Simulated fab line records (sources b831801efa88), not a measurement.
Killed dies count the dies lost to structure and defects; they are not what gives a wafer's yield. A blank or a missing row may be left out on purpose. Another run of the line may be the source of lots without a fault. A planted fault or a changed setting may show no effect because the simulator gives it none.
Which tool is to blame? + flow gf180mcu + Sampling: 12 lots, 36 wafers, 5 of 602 route steps

WHAT THE GAUGES READ, wafer by wafer
GF_M1_RS_MEAS_05: a four-point-probe measurement.
| lot  | measured     | on            | M1_ALCU_RS (ohm/sq)  |
|------|--------------|---------------|----------------------|
| L873 | day 16 05:16 | film metro-02 | 0.0682 0.0685 0.0689 |
| L874 | day 16 18:36 | film metro-03 | 0.0701 0.0700 0.0692 |
| L876 | day 17 11:10 | film metro-04 | 0.0703 0.0715 0.0711 |
| L877 | day 17 18:15 | film metro-03 | 0.0694 0.0689 0.0691 |
| L879 | day 18 11:43 | film metro-03 | 0.0697 0.0697 0.0701 |
| L881 | day 19 12:07 | film metro-04 | 0.0699 0.0702 0.0699 |
| L885 | day 20 15:39 | film metro-02 | 0.0696 0.0698 0.0695 |
| L886 | day 21 01:16 | film metro-03 | 0.0696 0.0699 0.0698 |
| L887 | day 21 11:15 | film metro-04 | 0.0694 0.0696 0.0690 |
| L895 | day 24 02:05 | film metro-03 | 0.0708 0.0708 0.0705 |
| L894 | day 24 05:18 | film metro-03 | 0.0695 0.0696 0.0692 |
| L896 | day 24 11:09 | film metro-04 | 0.0701 0.0695 0.0694 |

GF_V1_THK_MEAS_01.
| lot  | measured     | on            | V1_CVD_00_THK (nm) |
|------|--------------|---------------|--------------------|
| L873 | day 17 05:46 | film metro-01 | 596 601 599        |
| L874 | day 17 18:35 | film metro-01 | 591 599 602        |
| L876 | day 18 11:25 | film metro-02 | 601 605 604        |
| L877 | day 18 18:39 | film metro-02 | 590 615 618        |
| L879 | day 19 12:43 | film metro-04 | 599 588 592        |
| L881 | day 20 13:04 | film metro-01 | 591 592 599        |
| L885 | day 21 16:22 | film metro-02 | 604 591 602        |
| L886 | day 22 01:50 | film metro-01 | 711 725 712        |
| L887 | day 22 11:53 | film metro-04 | 723 722 717        |
| L895 | day 25 01:23 | film metro-02 | 600 608 604        |
| L894 | day 25 03:40 | film metro-04 | 584 593 590        |
| L896 | day 25 10:40 | film metro-01 | 596 605 589        |

WHAT TOOL EACH LOT RAN ON (gives the tool, then ch and the chambers of the sampled wafers, and finally the start)
| lot  | GF_CONTACT_CVD_24             | GF_CONTACT_CMP_27             | GF_V1_CVD_00                     |
|------|-------------------------------|-------------------------------|----------------------------------|
| L873 | cvd w-02 ch 0,1, day 16 04:28 | cmp-02 ch 0,2,3, day 16 04:50 | hdpcvd-01 ch 0,1,2, day 17 05:41 |
| L874 | cvd w-02 ch 0,1, day 16 17:48 | cmp-01 ch 1,3, day 16 18:05   | hdpcvd-01 ch 0,1,2, day 17 18:31 |
| L876 | cvd w-01 ch 0,1, day 17 10:21 | cmp-02 ch 0,1, day 17 10:38   | hdpcvd-01 ch 0,2, day 18 11:20   |
| L877 | cvd w-01 ch 0,1, day 17 17:27 | cmp-01 ch 0,1,3, day 17 17:47 | hdpcvd-02 ch 1,2, day 18 18:35   |
| L879 | cvd w-02 ch 0,1, day 18 10:54 | cmp-02 ch 0,1,2, day 18 11:17 | hdpcvd-02 ch 0,1,2, day 19 12:38 |
| L881 | cvd w-02 ch 1, day 19 10:59   | cmp-01 ch 0,1,2, day 19 11:35 | hdpcvd-02 ch 0,1,2, day 20 12:59 |
| L885 | cvd w-02 ch 0,1, day 20 14:51 | cmp-01 ch 0,2,3, day 20 15:11 | hdpcvd-02 ch 1,2, day 21 16:18   |
| L886 | cvd w-01 ch 0,1, day 21 00:19 | cmp-02 ch 1,2,3, day 21 00:44 | hdpcvd-01 ch 0,1, day 22 01:44   |
| L887 | cvd w-01 ch 0,1, day 21 10:26 | cmp-01 ch 1,2, day 21 10:46   | hdpcvd-01 ch 1,2, day 22 11:49   |
| L895 | cvd w-02 ch 1, day 24 01:11   | cmp-02 ch 0,2, day 24 01:34   | hdpcvd-01 ch 0,1,2, day 25 01:19 |
| L894 | cvd w-01 ch 1, day 24 04:29   | cmp-02 ch 0,2, day 24 04:46   | hdpcvd-01 ch 0,1,2, day 25 03:35 |
| L896 | cvd w-01 ch 0,1, day 24 10:21 | cmp-02 ch 0,3, day 24 10:38   | hdpcvd-02 ch 0,1,2, day 25 10:36 |
- GF_CONTACT_CVD_24: deposits W, target thk 300 nm, time 90.339 s.
- GF_CONTACT_CMP_27: polishes, stops on SiO2, t overpolish 15 s, target thk 0 nm.
- GF_V1_CVD_00: deposits SiO2, target thk 600 nm, time 100 s.

AS READ BY THE TOOLS THEMSELVES (means over the sampled wafers that have a number; for cases with no such wafer, the mark the record gives instead)
GF_CONTACT_CVD_24.
| lot  | tool     | heater power w (W) |
|------|----------|--------------------|
| L873 | cvd w-02 | 928                |
| L874 | cvd w-02 | 931                |
| L876 | cvd w-01 | 847                |
| L877 | cvd w-01 | 841                |
| L879 | cvd w-02 | 923                |
| L881 | cvd w-02 | 974                |
| L885 | cvd w-02 | 931                |
| L886 | cvd w-01 | 863                |
| L887 | cvd w-01 | 835                |
| L895 | cvd w-02 | 981                |
| L894 | cvd w-01 | 850                |
| L896 | cvd w-01 | 853                |

GF_CONTACT_CMP_27.
| lot  | tool   | head pressure psi (psi) | motor current A (A) | overpolish run s (s) | time to endpoint s (s) |
|------|--------|-------------------------|---------------------|----------------------|------------------------|
| L873 | cmp-02 | 3.508                   | 11.2                | 15.009               | 78                     |
| L874 | cmp-01 | 3.494                   | 11.1                | 15.002               | 69                     |
| L876 | cmp-02 | 3.501                   | 10.4                | 15.004               | 78                     |
| L877 | cmp-01 | 3.491                   | 11.0                | 15.000               | 67                     |
| L879 | cmp-02 | 3.495                   | 10.2                | 14.997               | 76                     |
| L881 | cmp-01 | 3.497                   | 10.9                | 14.995               | 72                     |
| L885 | cmp-01 | 3.502                   | 10.5                | 15.002               | 71                     |
| L886 | cmp-02 | 3.498                   | 10.6                | 14.999               | 74                     |
| L887 | cmp-01 | 3.497                   | 11.3                | 15.006               | 67                     |
| L895 | cmp-02 | 3.503                   | 10.1                | 14.993               | 77                     |
| L894 | cmp-02 | 3.500                   | 10.5                | 15.009               | 74                     |
| L896 | cmp-02 | 3.495                   | 11.8                | 14.995               | 71                     |

GF_V1_CVD_00.
| lot  | tool      | sih4 flow sccm (sccm) |
|------|-----------|-----------------------|
| L873 | hdpcvd-01 | 59.92                 |
| L874 | hdpcvd-01 | 60.16                 |
| L876 | hdpcvd-01 | 60.19                 |
| L877 | hdpcvd-02 | 60.10                 |
| L879 | hdpcvd-02 | 60.01                 |
| L881 | hdpcvd-02 | 60.06                 |
| L885 | hdpcvd-02 | 59.79                 |
| L886 | hdpcvd-01 | 72.10                 |
| L887 | hdpcvd-01 | 72.12                 |
| L895 | hdpcvd-01 | 59.85                 |
| L894 | hdpcvd-01 | 59.90                 |
| L896 | hdpcvd-02 | 60.05                 |

THE ANSWER, worked out from the rows above alone
Rule: what is usual is taken from the lots themselves. The widest of any qualifying gaps counts: lots, ordered by their means at a reading, are off when they make up no more than a third of the lots, leave a main group of 4 or more, and stand apart from it by 3 or more times the standard deviation of that group's means. Not used: any main group whose means are identical at the precision the tables above print for the reading. Also off: a lot with no number at a reading for which 4 or more lots have one. Any other lot the step has rows for is counted as sound. The gauges are gone through in route order, then the tools' own readings, and for those a lot's mean is taken as printed above. The first step at which some lot is off is used, and at that step the reading that is off furthest; a lot without a number counts as furthest.
Off: at GF_V1_THK_MEAS_01 (V1_CVD_00_THK), L886, L887. Main group: mean 598 nm, sd 5.3.
If a tool, at a process step before that reading, ran all the lots that are off and no sound lot after the first of them, it fits. Not tried: the gauges at GF_V1_THK_MEAS_01; whatever is off there is also off at GF_V1_CVD_00, on other tools, and gauge error can't account for it. Not one of the candidates tried fits.

WHAT HAD BEEN PUT IN BY THE SIMULATOR
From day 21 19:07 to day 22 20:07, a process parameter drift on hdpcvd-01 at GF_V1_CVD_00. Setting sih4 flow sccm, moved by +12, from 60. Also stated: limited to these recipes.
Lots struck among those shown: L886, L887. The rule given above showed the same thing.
